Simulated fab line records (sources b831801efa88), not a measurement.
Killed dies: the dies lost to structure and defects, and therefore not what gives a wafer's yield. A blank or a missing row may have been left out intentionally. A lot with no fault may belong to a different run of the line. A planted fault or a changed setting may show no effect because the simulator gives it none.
Chamber matching ; flow sky130 ; SKY_CONTACT_CMP_04 on cmp-01: 4 sister chambers
The step polishes SiO2. 4 wafers are shown with their chamber, then 8 later ones without.

== WAFERS WITH THEIR CHAMBER ==
wafer;chamber;motor-current-A (A)
L435.4;0;12.8
L437.2;1;12.6
L437.6;3;13.0
L448.2;2;11.4

== WAFERS WHOSE CHAMBER IS MISSING ==
wafer;motor-current-A (A)
L448.4;13.0
L448.6;13.1
L449.4;12.9
L449.5;11.5
L449.6;11.8
L450.1;12.6
L450.4;12.2
L450.5;12.0

== CHAMBER TAKEN BY EACH ==
wafer;from the rows above;in truth
L448.4;can't be placed: 3 or 0 or 1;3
L448.6;can't be placed: 3 or 0 or 1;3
L449.4;can't be placed: 0 or 3 or 1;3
L449.5;2;2
L449.6;can't be placed: 2 or 1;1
L450.1;can't be placed: 1 or 0 or 3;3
L450.4;can't be placed: 1 or 0 or 2 or 3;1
L450.5;can't be placed: 1 or 2 or 0 or 3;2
Correct placement for 1 of the 8. These rows do not allow placing 7 (true chamber among the candidates in 7). Wrongly placed: 0.
How it was worked out, from the rows above alone: a wafer's distance from a chamber is the root of the sum, over the readings, of the square of ((its reading less the chamber's mean) divided by the reading's scatter). If the next closest chamber is less than 2 further off than the closest, the wafer can't be placed; otherwise it belongs to the closest. A chamber's mean is the mean of its shown wafers. The scatter: with one shown wafer a chamber, the root of the mean of the squares of how far each hidden wafer lies from its nearest shown one.
